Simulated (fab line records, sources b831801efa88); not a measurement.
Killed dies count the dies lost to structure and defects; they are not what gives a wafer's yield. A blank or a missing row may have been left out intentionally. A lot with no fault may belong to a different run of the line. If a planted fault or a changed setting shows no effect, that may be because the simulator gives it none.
Which tool did it? | flow sky130 | 42 wafers from 14 lots sampled at 2 of the route's 708 steps

WHAT THE GAUGES READ, wafer by wafer
Not one reading of a measure or inspect step in the record can be checked against a usual standard deviation.

WHAT TOOL EACH LOT RAN ON (gives the tool, then ch and the chambers of the sampled wafers, and finally the start)
lot  | SKY_VT_ADJUST_HVTP_STRIP_10         | SKY_PAD_OPEN_PROBE_99
L388 | plasmaAsher-04 ch 0,1, day 5 23:38  | -
L389 | plasmaAsher-02 ch 1, day 6 07:30    | -
L391 | plasmaAsher-03 ch 1, day 6 21:57    | -
L392 | plasmaAsher-03 ch 0,1, day 7 01:49  | -
L393 | plasmaAsher-04 ch 0,1, day 7 11:36  | -
L394 | plasmaAsher-04 ch 0,1, day 7 19:13  | -
L395 | plasmaAsher-02 ch 0,1, day 8 00:01  | -
L396 | plasmaAsher-03 ch 0, day 8 07:48    | prober-01, day 47 22:54
L398 | plasmaAsher-03 ch 0,1, day 8 14:51  | -
L399 | plasmaAsher-03 ch 0,1, day 8 22:57  | -
L400 | plasmaAsher-03 ch 0,1, day 9 06:20  | prober-01, day 48 16:58
L405 | plasmaAsher-03 ch 0,1, day 10 19:08 | prober-02, day 49 20:49
L410 | plasmaAsher-04 ch 0,1, day 11 21:23 | -
L411 | plasmaAsher-02 ch 0,1, day 12 05:56 | -
- SKY_VT_ADJUST_HVTP_STRIP_10: strips in O2/N2.
- SKY_PAD_OPEN_PROBE_99

AS READ BY THE TOOLS THEMSELVES (means over the sampled wafers that have a number; for cases with no such wafer, the mark the record gives instead)
SKY_VT_ADJUST_HVTP_STRIP_10.
lot  | tool           | drypumpMotorCurrentA (A) | oesProductAu (a.u.) | stripTimeToEndpointS (s)
L388 | plasmaAsher-04 | 6.2                      | 0.715               | 14.20
L389 | plasmaAsher-02 | 5.1                      | 0.715               | 14.20
L391 | plasmaAsher-03 | 5.9                      | 0.715               | 14.21
L392 | plasmaAsher-03 | 5.8                      | 0.718               | 14.22
L393 | plasmaAsher-04 | 6.1                      | 0.722               | 14.20
L394 | plasmaAsher-04 | 6.2                      | 0.712               | 14.18
L395 | plasmaAsher-02 | 5.5                      | 0.716               | 14.18
L396 | plasmaAsher-03 | 5.7                      | 0.719               | 14.20
L398 | plasmaAsher-03 | 5.8                      | 0.716               | 14.22
L399 | plasmaAsher-03 | 5.8                      | 0.714               | 14.20
L400 | plasmaAsher-03 | 5.8                      | 0.716               | 14.25
L405 | plasmaAsher-03 | 5.8                      | 0.717               | 14.21
L410 | plasmaAsher-04 | 6.3                      | 0.714               | 14.17
L411 | plasmaAsher-02 | 5.5                      | 0.714               | 14.19

SKY_PAD_OPEN_PROBE_99.
lot  | tool      | killed_at_M0_to_M3 | killed_at_M4_up | killedAtContacts | killedAtFrontEnd | killedAtOther | killedDies | killedOpen | killedShort
L396 | prober-01 | 46                 | 4.7             | 27               | 12               | 0.0           | 90         | 52         | 37
L400 | prober-01 | 32                 | 1.7             | 26               | 75               | 0.0           | 135        | 41         | 34
L405 | prober-02 | 31                 | 2.3             | 23               | 65               | 1.0           | 122        | 39         | 34

THE ANSWER, worked out from the rows above alone
Rule: usual is defined by the lots themselves. The widest of any qualifying gaps counts: lots, ordered by their means at a reading, are off when they make up no more than a third of the lots, leave a main group of 4 or more, and stand apart from it by 3 or more times the standard deviation of that group's means. A main group is skipped when, at the precision printed for the reading in the tables above, its means are all equal. Also off: a lot with no number at a reading for which 4 or more lots have one. All remaining lots with rows at the step are treated as sound. Order of review: gauges by route order, followed by the tools' own readings, for which a lot's mean as printed above is used. The first step at which some lot is off is used, and at that step the reading that is off furthest; a lot without a number counts as furthest.
No lot is off on any of the readings shown, so nothing can be concluded from this.

WHAT WAS PUT IN BY THE SIMULATOR
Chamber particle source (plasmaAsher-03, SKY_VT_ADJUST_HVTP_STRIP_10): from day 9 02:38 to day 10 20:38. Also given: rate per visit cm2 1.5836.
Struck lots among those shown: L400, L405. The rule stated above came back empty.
